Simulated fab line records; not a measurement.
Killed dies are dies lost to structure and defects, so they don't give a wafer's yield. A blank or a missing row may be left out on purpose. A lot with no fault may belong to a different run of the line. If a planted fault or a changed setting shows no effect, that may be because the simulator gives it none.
The tool behind it: which one?    flow gf180mcu    Sampling: 11 lots, 33 wafers, 6 of 602 route steps

## WHAT EACH GAUGE READ, for each wafer
GF_VT_IMPLANT_OVL_MEAS_07. Usual: for VT_IMPLANT_OVL the level is -0.6 nm and the standard deviation is 1.5.
lot   measured      on          VT_IMPLANT_OVL (nm)  flag
L745  day 6 02:17   overlay-02  -1.7 0.0 -0.8        
L746  day 6 08:53   overlay-02  -4.1 -1.0 -3.3       
L747  day 6 14:47   overlay-02  -0.4 -0.7 -0.2       
L749  day 7 03:43   overlay-01  -1.0 0.7 -1.6        
L756  day 8 21:55   overlay-02  -0.9 -2.0 -0.2       
L757  day 9 05:40   overlay-01  0.3 0.3 0.9          
L760  day 9 21:43   overlay-01  0.3 0.1 -0.5         
L762  day 10 14:44  overlay-02  -3.5 0.6 -1.7        
L763  day 10 18:48  overlay-01  -0.8 -0.8 -1.7       
L764  day 11 03:04  overlay-02  1.1 2.4 2.0          
L765  day 11 08:37  overlay-02  -0.5 0.2 -0.8        

GF_VT_IMPLANT_RS_MEAS_48: measures by four-point-probe. Usual: for LVPWELL_RS the level is 1196 ohm/sq and the standard deviation is 3.3.
lot   measured      on            LVPWELL_RS (ohm/sq)            flag
L745  day 8 01:25   filmMetro-04  1199 1196 1199                 
L746  day 8 07:54   filmMetro-01  1201 1192 1199                 
L747  day 8 15:32   filmMetro-03  1164 1160 1158 1163 1161 1156  OFF
L749  day 9 05:54   filmMetro-01  1155 1156 1158 1159 1157 1155  OFF
L756  day 11 03:49  filmMetro-04  1204 1203 1203                 
L757  day 11 13:01  filmMetro-04  1193 1198 1194                 
L760  day 12 05:30  filmMetro-04  1199 1198 1198                 
L762  day 13 00:59  filmMetro-01  1193 1193 1194                 
L763  day 13 04:55  filmMetro-03  1192 1192 1191                 
L764  day 13 13:27  filmMetro-01  1197 1194 1190                 
L765  day 13 20:10  filmMetro-03  1196 1193 1192                 

GF_VT_IMPLANT_RS_MEAS_49: measures by four-point-probe. Usual: for MVPSD_RS the level is 1169 ohm/sq and the standard deviation is 3.2.
lot   measured      on            MVPSD_RS (ohm/sq)  flag
L745  day 8 01:32   filmMetro-04  1170 1169 1171     
L746  day 8 08:01   filmMetro-01  1169 1165 1168     
L747  day 8 18:13   filmMetro-03  1167 1166 1169     
L749  day 9 09:07   filmMetro-01  1169 1166 1163     
L756  day 11 03:56  filmMetro-04  1173 1171 1173     
L757  day 11 13:08  filmMetro-04  1170 1169 1173     
L760  day 12 05:37  filmMetro-04  1173 1168 1174     
L762  day 13 01:07  filmMetro-01  1165 1169 1167     
L763  day 13 05:02  filmMetro-03  1165 1167 1169     
L764  day 13 13:34  filmMetro-01  1168 1166 1169     
L765  day 13 20:17  filmMetro-03  1169 1167 1173     

## WHICH TOOL RAN EACH LOT (tool, then ch and the chambers of the sampled wafers, then the start)
lot   GF_STI_CMP_25                 GF_DNWELL_STRIP_08                  GF_LVPWELL_IMPLANT_09
L745  cmp-02 ch 2,3, day 2 13:23    plasmaAsher-04 ch 0,1, day 3 04:22  implanter-01 ch 0, day 4 07:43
L746  cmp-02 ch 1,2,3, day 2 19:02  plasmaAsher-04 ch 0,1, day 3 10:31  implanter-01 ch 0, day 4 13:56
L747  cmp-02 ch 0,1,3, day 3 00:21  plasmaAsher-04 ch 0, day 3 15:37    implanter-01 ch 0, day 4 19:01
L749  cmp-02 ch 0,1,3, day 3 11:11  plasmaAsher-04 ch 0,1, day 4 02:10  implanter-01 ch 0, day 5 06:06
L756  cmp-02 ch 0,2,3, day 4 22:16  plasmaAsher-04 ch 0, day 5 14:44    implanter-03 ch 0, day 6 20:38
L757  cmp-01 ch 0,1,2, day 5 04:41  plasmaAsher-04 ch 0,1, day 5 21:31  implanter-03 ch 0, day 7 04:02
L760  cmp-01 ch 0,1,3, day 5 17:59  plasmaAsher-04 ch 0,1, day 6 10:58  implanter-02 ch 0, day 7 18:46
L762  cmp-01 ch 0,1,3, day 6 07:26  plasmaAsher-04 ch 0,1, day 7 01:47  implanter-03 ch 0, day 8 10:31
L763  cmp-02 ch 0,3, day 6 11:16    plasmaAsher-04 ch 0,1, day 7 05:15  implanter-02 ch 0, day 8 13:50
L764  cmp-01 ch 1,2,3, day 6 17:35  plasmaAsher-04 ch 0,1, day 7 12:16  implanter-01 ch 0, day 8 21:11
L765  cmp-01 ch 2,3, day 6 23:37    plasmaAsher-01 ch 1, day 7 17:16    implanter-02 ch 0, day 9 03:37
- GF_STI_CMP_25: polishes, stops on Si3N4, t overpolish 33 s, target thk 524.6 nm.
- GF_DNWELL_STRIP_08: strips in O2/N2.
- GF_LVPWELL_IMPLANT_09

## AS READ BY THE TOOLS THEMSELVES (means over the sampled wafers that have a number; for cases with no such wafer, the mark the record gives instead)
GF_STI_CMP_25. Usual: motorCurrentA 12.8 A, standard deviation 1.3; overpolishRunS 33.000 s, standard deviation 0.0082; timeToEndpointS 118 s, standard deviation 3.7.
lot   tool    motorCurrentA (A)  overpolishRunS (s)  timeToEndpointS (s)  flag
L745  cmp-02  11.5               33.004              123                  
L746  cmp-02  11.9               33.003              121                  
L747  cmp-02  12.7               33.008              117                  
L749  cmp-02  12.7               32.993              120                  
L756  cmp-02  11.8               32.994              121                  
L757  cmp-01  13.0               32.996              117                  
L760  cmp-01  13.3               32.994              122                  
L762  cmp-01  13.3               32.997              118                  
L763  cmp-02  12.4               33.005              120                  
L764  cmp-01  13.5               32.994              117                  
L765  cmp-01  14.2               33.001              118                  

GF_DNWELL_STRIP_08. Usual: chamberPressureMTorr 1500.1 mTorr, standard deviation 1.3; drypumpMotorCurrentA 5.8 A, standard deviation 0.42; heaterPowerW 334 W, standard deviation 17; oesProductAu 0.722 a.u., standard deviation 0.0045; stripTimeToEndpointS 36.93 s, standard deviation 0.1.
lot   tool            chamberPressureMTorr (mTorr)  drypumpMotorCurrentA (A)  heaterPowerW (W)  oesProductAu (a.u.)  stripTimeToEndpointS (s)  flag
L745  plasmaAsher-04  1499.9                        6.0                       334               0.717                36.89                     
L746  plasmaAsher-04  1497.9                        6.0                       337               0.720                37.06                     
L747  plasmaAsher-04  1499.5                        6.3                       348               0.723                37.00                     
L749  plasmaAsher-04  1500.4                        5.9                       333               0.724                36.87                     
L756  plasmaAsher-04  1499.8                        6.3                       346               0.720                36.93                     
L757  plasmaAsher-04  1500.6                        5.9                       337               0.722                37.10                     
L760  plasmaAsher-04  1499.8                        5.9                       335               0.723                36.83                     
L762  plasmaAsher-04  1500.7                        5.9                       339               0.723                36.96                     
L763  plasmaAsher-04  1500.8                        5.6                       329               0.721                37.09                     
L764  plasmaAsher-04  1499.8                        5.9                       342               0.727                36.80                     
L765  plasmaAsher-01  1498.3                        6.0                       329               0.724                37.11                     

GF_LVPWELL_IMPLANT_09. Usual: doseIonsCm2 4.999e+12, standard deviation 5.2e+09; endStationPressureTorr 5.01e-06 Torr, standard deviation 2.6e-07; faradayCurrentUA 28.2, standard deviation 0.53.
lot   tool          doseIonsCm2  endStationPressureTorr (Torr)  faradayCurrentUA  flag
L745  implanter-01  4.998e+12    5.05e-06                       28.9              
L746  implanter-01  4.990e+12    5.05e-06                       27.7              
L747  implanter-01  5.850e+12    4.69e-06                       32.3              OFF
L749  implanter-01  5.848e+12    5.29e-06                       33.0              OFF
L756  implanter-03  5.000e+12    5.09e-06                       27.9              
L757  implanter-03  5.002e+12    5.05e-06                       28.2              
L760  implanter-02  4.997e+12    4.92e-06                       28.0              
L762  implanter-03  5.003e+12    5.06e-06                       28.5              
L763  implanter-02  4.996e+12    5.08e-06                       28.5              
L764  implanter-01  4.994e+12    4.96e-06                       28.2              
L765  implanter-02  5.001e+12    5.12e-06                       28.4              

## THE ANSWER, worked out from the rows above alone
Rule: a lot is off if the mean of its wafers that have a number lies more than 3 standard deviations from the usual mean. A lot without any number at a reading at which 4 lots or more have one is off too. Any other lot the step has rows for is counted as sound. After the gauges, taken in route order, come the tools' own readings; for these a lot's mean is taken, as printed above. The first step at which some lot is off is used, and at that step the reading that is off furthest; a lot without a number counts as furthest.
Off: at GF_VT_IMPLANT_RS_MEAS_48 (LVPWELL_RS), L747, L749.
A tool fits if, at a process step before that reading, it ran every lot that is off, and no sound lot after the first of them. The gauges at GF_VT_IMPLANT_RS_MEAS_48 aren't tried: what is off there is off at GF_LVPWELL_IMPLANT_09 too, on other tools, and a gauge's error can't cause that. Of those tried, none fits.

## WHAT WAS PUT IN BY THE SIMULATOR
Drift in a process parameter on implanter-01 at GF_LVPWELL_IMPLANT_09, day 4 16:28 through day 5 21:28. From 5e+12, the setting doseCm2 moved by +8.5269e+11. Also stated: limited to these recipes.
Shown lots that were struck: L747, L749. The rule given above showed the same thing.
